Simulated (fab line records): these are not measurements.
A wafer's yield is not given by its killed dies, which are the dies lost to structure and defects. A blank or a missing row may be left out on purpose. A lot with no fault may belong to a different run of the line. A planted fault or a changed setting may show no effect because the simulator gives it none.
fab line records	flow gf180mcu
record lots=5	wafers=15	last-day=34
route steps=602 shown MVPSD@139 VT_IMPLANT@140 DUAL_GATE@141 POLY_GATE@157
lots that met no fault: from a run of the same line without faults
start-h: hours from the record's first day to the start of the lot's first wafer shown	wait-h: hours since the lot's step before	" unchanged from the row above	L1.1+2: a single row standing in for several wafers	- no value present, or no start provided	* or withheld: withheld	< > ~ a bound
route shown NAME@n: NAME is a module with steps in the file, n the number in the route of the first one	usual: mean/standard deviation taken from wafers without a fault	same: alike in all rows	chamber/n: place in a boat	sites: readings site by site	_std_site: the standard deviation of these	_edge_site: mean of outer sites minus mean of inner sites	radius-mm: for every site, how far away it sits from the centre of the wafer	mask NAME#n: copy n	behind: the tool/chamber that last shaped the wafer	hold: why the lot went on hold/how many hours it stayed there/how the hold came to an end	device: names the non-switching transistor (n, p or np)	end of line: the tests these same wafers got at the end of their route	a step given without rows: its recipe and nothing more	killed: count of dies lost to structure and defects at first sort (not the wafer's yield)	map: a wafer's dies, x killed, . not, _ none there
set.NAME: setting as actually run; set.NAME@STEP: the setting as run at that earlier step	model.NAME: the simulator's own value behind a step, which no gauge read
a table for each step, a row for each wafer; lots at some steps of the route
services: from which hour (start-h, from the record's first day; less than 0 if before it) a tool's chamber was out of use, for how many hours, and why
## steps
# step GF_VT_IMPLANT_RS_MEAS_49
# recipe thk-meas-gauge=four-point-probe
# usual MVPSD_RS=1169/3.2
lot.wafer	tool	chamber	start-h	wait-h	MVPSD_RS[ohm/sq]
L074.1	film-metro-02	-	155.80	0.1	1168
L074.3	"	-	"	"	1171
L074.4	"	-	"	"	1166
L077.1	film-metro-01	-	182.27	0.1	1174
L077.2	"	-	"	"	1172
L077.3	"	-	"	"	1173
L080.2	film-metro-01	-	200.44	0.1	1174
L080.4	"	-	"	"	1173
L080.6	"	-	"	"	1173
L081.3	film-metro-01	-	210.01	0.1	1172
L081.5	"	-	"	"	1170
L081.6	"	-	"	"	1171
L096.2	film-metro-02	-	302.89	0.1	1169
L096.4	"	-	"	"	1169
L096.6	"	-	"	"	1168
# step GF_VT_IMPLANT_WET_ETCH_50
# recipe chemistry=dHF	target-depth-nm=20	target=SiO2	temp-c=25	dilution=100:1	time-s=400
# usual bath-heat-duty-pct=6.4/0.74
lot.wafer	tool	chamber	start-h	wait-h	bath-heat-duty-pct
L074.1	wet-bench-01	1	155.92	0.1	5.6
L074.3	"	1	"	"	6.1
L074.4	"	1	"	"	5.7
L077.1	wet-bench-03	2	182.39	0.1	6.1
L077.2	"	2	"	"	5.5
L077.3	"	2	"	"	6.3
L080.2	wet-bench-01	2	200.54	0.1	6.1
L080.4	"	2	"	"	5.6
L080.6	"	2	"	"	6.4
L081.3	wet-bench-01	1	210.09	0.1	5.5
L081.5	"	1	"	"	6.2
L081.6	"	1	"	"	5.9
L096.2	wet-bench-02	3	302.99	0.1	6.6
L096.4	"	3	"	"	6.3
L096.6	"	3	"	"	5.8
# step GF_DUAL_GATE_CLEAN_00
# recipe chemistry=SC1/SC2	mix=1:4:20	temp-c=70	time-s=150
# usual bath-heat-duty-pct=14.1/1.4
lot.wafer	tool	chamber	start-h	wait-h	bath-heat-duty-pct
L074.1	wet-bench-01	0	156.16	0.0	14.4
L074.3	"	0	"	"	13.9
L074.4	"	0	"	"	13.0
L077.1	wet-bench-01	3	182.51	0.0	12.7
L077.2	"	3	"	"	13.6
L077.3	"	3	"	"	12.7
L080.2	wet-bench-03	2	200.67	0.0	13.0
L080.4	"	2	"	"	14.2
L080.6	"	2	"	"	13.1
L081.3	wet-bench-02	3	210.21	0.0	13.8
L081.5	"	3	"	"	14.4
L081.6	"	3	"	"	14.7
L096.2	wet-bench-03	3	303.47	0.0	14.3
L096.4	"	3	"	"	13.3
L096.6	"	3	"	"	14.9
# step GF_DUAL_GATE_CLEAN_01
# recipe chemistry=dHF	time-s=20	dilution=100:1	dry=ipa-marangoni
lot.wafer	tool	chamber	start-h	wait-h
L074.1+3+4	wet-bench-01	2	156.26	0.0
L077.1+2+3	wet-bench-03	2	182.56	0.0
L080.2+4+6	wet-bench-01	1	200.72	0.0
L081.3+5+6	wet-bench-01	2	210.26	0.0
L096.2+4+6	wet-bench-01	1	303.52	0.0
# step GF_DUAL_GATE_OXIDATION_02
# recipe temp-c=900	ambient=O2	stabilise-s=600	purge-s=300	target-thk-a=108.87	ox-time-s=1602
# usual spike-tc-lower-C=900.6/1.3
# same stabilise-s=600
lot.wafer	tool	chamber	start-h	wait-h	spike-tc-lower-C
L074.1	furnace-02	0	157.64	1.4	900.4
L074.3	"	0	"	"	901.7
L074.4	"	0	"	"	902.3
L077.1	furnace-01	0	184.61	2.0	898.2
L077.2	"	0	"	"	900.0
L077.3	"	0	"	"	898.7
L080.2	furnace-01	0	202.59	1.9	899.8
L080.4	"	0	"	"	901.0
L080.6	"	0	"	"	900.5
L081.3	furnace-02	0	210.60	0.3	901.1
L081.5	"	0	"	"	901.9
L081.6	"	0	"	"	900.9
L096.2	furnace-01	0	304.85	1.3	899.7
L096.4	"	0	"	"	899.3
L096.6	"	0	"	"	901.3
# step GF_DUAL_GATE_THK_MEAS_03
# recipe reads=SiO2_of_DUAL_GATE_OXIDATION_02
# usual DUAL_GATE_OXIDATION_00_THK=10.90/0.22
lot.wafer	tool	chamber	start-h	wait-h	DUAL_GATE_OXIDATION_00_THK[nm]
L074.1	film-metro-04	-	159.09	0.0	10.67
L074.3	"	-	"	"	10.81
L074.4	"	-	"	"	10.75
L077.1	film-metro-03	-	186.06	0.0	10.96
L077.2	"	-	"	"	10.88
L077.3	"	-	"	"	11.05
L080.2	film-metro-02	-	204.05	0.0	11.03
L080.4	"	-	"	"	11.00
L080.6	"	-	"	"	10.71
L081.3	film-metro-02	-	212.07	0.0	10.53
L081.5	"	-	"	"	10.76
L081.6	"	-	"	"	10.53
L096.2	film-metro-02	-	306.31	0.0	10.51
L096.4	"	-	"	"	10.76
L096.6	"	-	"	"	10.56
# step GF_DUAL_GATE_DEHYDRATE_04
# recipe temp-c=200	time-s=60
lot.wafer	tool	chamber	start-h	wait-h
L074.1+3+4	litho-track-01	0	166.26	7.2
L077.1+2+3	litho-track-04	0	193.24	7.2
L080.2+4+6	litho-track-02	0	211.64	7.6
L081.3+5+6	litho-track-01	0	220.86	8.8
L096.2+4+6	litho-track-02	0	315.29	9.0
# step GF_DUAL_GATE_HMDS_05
# recipe prime-time-s=60	prime-temp-c=120
lot.wafer	tool	chamber	start-h	wait-h
L074.1+3+4	litho-track-01	0	166.41	0.1
L077.1+2+3	litho-track-04	0	193.39	0.1
L080.2+4+6	litho-track-02	0	211.79	0.1
L081.3+5+6	litho-track-01	0	221.01	0.1
L096.2+4+6	litho-track-02	0	315.44	0.1
# step GF_DUAL_GATE_COAT_06
# recipe resist=NOVOLAK	spin-rpm=3000	resist-thk-nm=1000
lot.wafer	tool	chamber	start-h	wait-h
L074.1+3+4	litho-track-01	0	166.56	0.1
L077.1+2+3	litho-track-04	0	193.54	0.1
L080.2+4+6	litho-track-02	0	211.94	0.1
L081.3+5+6	litho-track-01	0	221.16	0.1
L096.2+4+6	litho-track-02	0	315.59	0.1
# step GF_DUAL_GATE_SOFTBAKE_07
# recipe temp-c=90	time-s=60	resist=NOVOLAK
lot.wafer	tool	chamber	start-h	wait-h
L074.1+3+4	litho-track-01	0	166.71	0.1
L077.1+2+3	litho-track-04	0	193.69	0.1
L080.2+4+6	litho-track-02	0	212.09	0.1
L081.3+5+6	litho-track-01	0	221.31	0.1
L096.2+4+6	litho-track-02	0	315.74	0.1
# step GF_DUAL_GATE_EXPOSE_08
# recipe mask-id=Dualgate	target-cd-nm=700	na=0.6	source-shape=conventional	sigma-outer=0.6	dose-mj=140
# same sigma-outer=0.6
lot.wafer	tool	chamber	start-h	wait-h	mask
L074.1+3+4	iline-stepper-01	0	-	-	Dualgate#0
L077.1+2+3	iline-stepper-01	0	-	-	Dualgate#0
L080.2+4+6	iline-stepper-01	0	-	-	Dualgate#0
L081.3+5+6	iline-stepper-01	0	-	-	Dualgate#0
L096.2+4+6	iline-stepper-01	0	-	-	Dualgate#0
# step GF_DUAL_GATE_PEB_09
# recipe temp-c=withheld	time-s=*	resist=NOVOLAK
lot.wafer	tool	chamber	start-h	wait-h
L074.1+3+4	litho-track-01	0	-	-
L077.1+2+3	litho-track-01	0	-	-
L080.2+4+6	litho-track-04	0	-	-
L081.3+5+6	litho-track-04	0	-	-
L096.2+4+6	litho-track-04	0	-	-
# step GF_DUAL_GATE_DEVELOP_10
# recipe develop-time-s=60	dev-temp-c=23
lot.wafer	tool	chamber	start-h	wait-h
L074.1+3+4	litho-track-01	0	174.51	0.1
L077.1+2+3	litho-track-01	0	201.86	0.1
L080.2+4+6	litho-track-04	0	221.41	0.1
L081.3+5+6	litho-track-04	0	229.89	0.1
L096.2+4+6	litho-track-04	0	325.91	0.1
# step GF_DUAL_GATE_OVL_MEAS_11
# usual DUAL_GATE_OVL=0.0/1.2
lot.wafer	tool	chamber	start-h	wait-h	DUAL_GATE_OVL[nm]
L074.1	overlay-02	-	174.66	0.1	0.1
L074.3	"	-	"	"	-0.2
L074.4	"	-	"	"	-1.1
L077.1	overlay-01	-	202.01	0.1	-1.6
L077.2	"	-	"	"	-1.4
L077.3	"	-	"	"	1.2
L080.2	overlay-02	-	221.55	0.1	-1.3
L080.4	"	-	"	"	-1.5
L080.6	"	-	"	"	0.0
L081.3	overlay-02	-	230.00	0.1	0.9
L081.5	"	-	"	"	1.5
L081.6	"	-	"	"	0.1
L096.2	overlay-02	-	326.04	0.1	1.1
L096.4	"	-	"	"	0.3
L096.6	"	-	"	"	2.5
# step GF_DUAL_GATE_WET_ETCH_12
# recipe chemistry=dHF	target-depth-nm=13	dry=n2-spin	target=SiO2	temp-c=25	dilution=100:1	time-s=260
# usual bath-heat-duty-pct=6.5/0.71
lot.wafer	tool	chamber	start-h	wait-h	bath-heat-duty-pct
L074.1	wet-bench-01	0	174.70	0.0	7.2
L074.3	"	0	"	"	7.0
L074.4	"	0	"	"	7.2
L077.1	wet-bench-03	3	202.05	0.0	7.1
L077.2	"	3	"	"	7.1
L077.3	"	3	"	"	6.7
L080.2	wet-bench-02	0	221.58	0.0	7.3
L080.4	"	0	"	"	8.0
L080.6	"	0	"	"	8.6
L081.3	wet-bench-02	1	230.03	0.0	5.0
L081.5	"	1	"	"	5.3
L081.6	"	1	"	"	6.3
L096.2	wet-bench-03	3	326.07	0.0	6.6
L096.4	"	3	"	"	6.2
L096.6	"	3	"	"	6.1
# step GF_DUAL_GATE_STRIP_13
# recipe chemistry=O2/N2	power-w=1400	pressure-mtorr=1500	platen-temp-c=250	o2-flow-sccm=3000	n2-flow-sccm=300	overash-fraction=0.5
# usual drypump-motor-current-A=5.8/0.37	heater-power-w=329/40	oes-product-au=0.716/0.0048	strip-time-to-endpoint-s=12.64/0.035
lot.wafer	tool	chamber	start-h	wait-h	drypump-motor-current-A	heater-power-w	oes-product-au	rf-hours-counter-h	strip-time-to-endpoint-s
L074.1	plasma-asher-02	0	174.78	0.0	6.0	322	0.721	6	12.66
L074.3	"	0	"	"	6.0	322	0.716	-	12.67
L074.4	"	1	"	"	6.2	334	0.710	-	12.66
L077.1	plasma-asher-04	1	202.13	0.0	5.2	312	0.718	51	12.63
L077.2	"	0	"	"	5.4	437	0.712	51	12.66
L077.3	"	1	"	"	5.1	304	0.716	-	12.65
L080.2	plasma-asher-02	0	221.66	0.0	6.0	316	0.707	12	12.63
L080.4	"	1	"	"	6.2	328	0.723	-	12.61
L080.6	"	0	"	"	6.0	317	0.718	-	12.64
L081.3	plasma-asher-04	0	230.14	0.0	5.4	428	0.712	-	12.71
L081.5	"	1	"	"	5.1	309	0.716	-	12.71
L081.6	"	0	"	"	5.4	436	0.721	-	12.73
L096.2	plasma-asher-01	1	326.15	0.0	5.6	299	0.716	52	12.72
L096.4	"	1	"	"	5.6	303	0.711	-	12.67
L096.6	"	1	"	"	5.6	306	0.712	-	12.67
# step GF_DUAL_GATE_CLEAN_14
# recipe chemistry=SC1/SC2	mix=1:4:20	temp-c=70	time-s=150	dry=n2-spin
# usual bath-heat-duty-pct=13.9/1.5
lot.wafer	tool	chamber	start-h	wait-h	bath-heat-duty-pct
L074.1	wet-bench-01	0	174.88	0.1	15.2
L074.3	"	0	"	"	14.4
L074.4	"	0	"	"	15.5
L077.1	wet-bench-01	1	202.23	0.1	12.5
L077.2	"	1	"	"	12.0
L077.3	"	1	"	"	13.2
L080.2	wet-bench-03	0	221.76	0.1	12.9
L080.4	"	0	"	"	12.4
L080.6	"	0	"	"	12.8
L081.3	wet-bench-03	0	230.21	0.0	13.0
L081.5	"	0	"	"	14.2
L081.6	"	0	"	"	12.5
L096.2	wet-bench-03	0	326.25	0.1	14.2
L096.4	"	0	"	"	12.8
L096.6	"	0	"	"	12.4
# step GF_DUAL_GATE_OXIDATION_15
# recipe temp-c=850	ambient=O2	stabilise-s=600	purge-s=300	target-thk-a=70.98	ox-time-s=1995
# usual spike-tc-lower-C=851.3/1.4
# same stabilise-s=600
lot.wafer	tool	chamber	start-h	wait-h	spike-tc-lower-C
L074.1	furnace-01	0	177.38	2.4	851.6
L074.3	"	0	"	"	850.2
L074.4	"	0	"	"	850.2
L077.1	furnace-02	0	203.48	1.2	851.5
L077.2	"	0	"	"	852.0
L077.3	"	0	"	"	852.7
L080.2	furnace-01	0	222.05	0.2	850.3
L080.4	"	0	"	"	850.3
L080.6	"	0	"	"	851.5
L081.3	furnace-02	0	232.99	2.7	851.6
L081.5	"	0	"	"	851.0
L081.6	"	0	"	"	850.0
L096.2	furnace-02	0	326.51	0.2	851.6
L096.4	"	0	"	"	852.3
L096.6	"	0	"	"	853.6
# step GF_POLY_GATE_CVD_00
# recipe material=poly-Si	target-thk-nm=200	temp-c=620	time-s=1200	pressure-mtorr=200
# usual pressure-mtorr=199.9/0.4	spike-tc-lower-C=620.1/1.2	susceptor-temp-C=619.97/0.29
lot.wafer	tool	chamber	start-h	wait-h	pressure-mtorr	spike-tc-lower-C	susceptor-temp-C
L074.1	lpcvd-02	0	178.93	0.0	199.2	618.9	620.24
L074.3	"	0	"	"	199.8	618.7	619.92
L074.4	"	0	"	"	199.8	620.0	620.09
L077.1	lpcvd-01	1	205.63	0.6	199.7	618.0	619.71
L077.2	"	1	"	"	199.7	620.9	619.92
L077.3	"	1	"	"	199.9	618.8	620.21
L080.2	lpcvd-02	1	223.60	0.0	199.8	618.6	619.99
L080.4	"	1	"	"	199.9	620.5	620.01
L080.6	"	1	"	"	200.4	620.9	620.31
L081.3	lpcvd-02	1	235.41	0.9	199.6	621.2	619.62
L081.5	"	1	"	"	199.6	620.6	619.92
L081.6	"	1	"	"	199.5	621.2	619.93
L096.2	lpcvd-02	0	328.56	0.5	200.6	619.3	620.43
L096.4	"	0	"	"	199.6	619.9	619.83
L096.6	"	0	"	"	199.5	618.0	620.40
# step GF_POLY_GATE_THK_MEAS_01
# recipe reads=poly-Si_of_POLY_GATE_CVD_00
# usual POLY_GATE_CVD_00_THK=200.1/2
lot.wafer	tool	chamber	start-h	wait-h	POLY_GATE_CVD_00_THK[nm]
L074.1	film-metro-03	-	180.26	0.0	200.8
L074.3	"	-	"	"	201.0
L074.4	"	-	"	"	202.2
L077.1	film-metro-04	-	206.97	0.0	200.3
L077.2	"	-	"	"	201.8
L077.3	"	-	"	"	201.6
L080.2	film-metro-01	-	224.95	0.0	197.5
L080.4	"	-	"	"	197.0
L080.6	"	-	"	"	196.3
L081.3	film-metro-04	-	236.77	0.0	201.2
L081.5	"	-	"	"	200.4
L081.6	"	-	"	"	199.2
L096.2	film-metro-01	-	329.90	0.0	201.4
L096.4	"	-	"	"	200.3
L096.6	"	-	"	"	201.2
# step GF_POLY_GATE_DEHYDRATE_02
# recipe temp-c=200	time-s=60
lot.wafer	tool	chamber	start-h	wait-h
L074.1+3+4	litho-track-02	0	187.97	7.7
L077.1+2+3	litho-track-03	0	214.79	7.8
L080.2+4+6	litho-track-01	0	232.93	8.0
L081.3+5+6	litho-track-03	0	244.89	8.1
L096.2+4+6	litho-track-02	0	339.64	9.7
# step GF_POLY_GATE_HMDS_03
# recipe prime-time-s=60	prime-temp-c=120
lot.wafer	tool	chamber	start-h	wait-h
L074.1+3+4	litho-track-02	0	188.12	0.1
L077.1+2+3	litho-track-03	0	214.94	0.1
L080.2+4+6	litho-track-01	0	233.08	0.1
L081.3+5+6	litho-track-03	0	245.04	0.1
L096.2+4+6	litho-track-02	0	339.79	0.1
# step GF_POLY_GATE_COAT_04
# recipe resist=BARC	temp-c=withheld	time-s=withheld	spin-rpm=withheld	resist-thk-nm=withheld
lot.wafer	tool	chamber	start-h	wait-h
L074.1+3+4	litho-track-02	0	188.27	0.1
L077.1+2+3	litho-track-03	0	215.09	0.1
L080.2+4+6	litho-track-01	0	233.23	0.1
L081.3+5+6	litho-track-03	0	245.19	0.1
L096.2+4+6	litho-track-02	0	339.94	0.1
# step GF_POLY_GATE_COAT_05
# recipe resist=KrF	spin-rpm=withheld	resist-thk-nm=700
lot.wafer	tool	chamber	start-h	wait-h
L074.1+3+4	litho-track-02	0	-	-
L077.1+2+3	litho-track-03	0	-	-
L080.2+4+6	litho-track-01	0	-	-
L081.3+5+6	litho-track-03	0	-	-
L096.2+4+6	litho-track-02	0	-	-
## services
tool	chamber	start-h	hours	kind
lpcvd-02	-	140.85	1.0	repair
wet-bench-02	-	154.17	32.5	pm
furnace-01	-	155.19	11.4	repair
plasma-asher-04	-	157.13	12.0	repair
furnace-02	-	172.39	20.2	pm
plasma-asher-04	-	187.13	13.8	repair
furnace-02	-	192.63	2.8	pm
furnace-01	-	196.54	3.4	pm
lpcvd-01	-	197.14	2.7	repair
wet-bench-01	-	214.79	5.0	repair
furnace-01	-	226.51	6.1	pm
iline-stepper-01	-	244.12	4.4	pm
plasma-asher-04	-	252.93	1.2	repair
furnace-01	-	255.09	0.9	repair
iline-stepper-01	-	265.50	1.7	pm
plasma-asher-01	-	270.34	0.4	repair
furnace-01	-	277.12	3.2	pm
iline-stepper-01	-	280.02	0.7	repair
plasma-asher-02	-	294.89	0.7	repair
plasma-asher-01	-	306.20	4.1	repair
wet-bench-01	-	312.37	4.9	repair
plasma-asher-02	-	325.63	14.7	repair
plasma-asher-02	-	328.48	1.8	repair
wet-bench-03	-	338.81	1.9	pm
## key
fault none
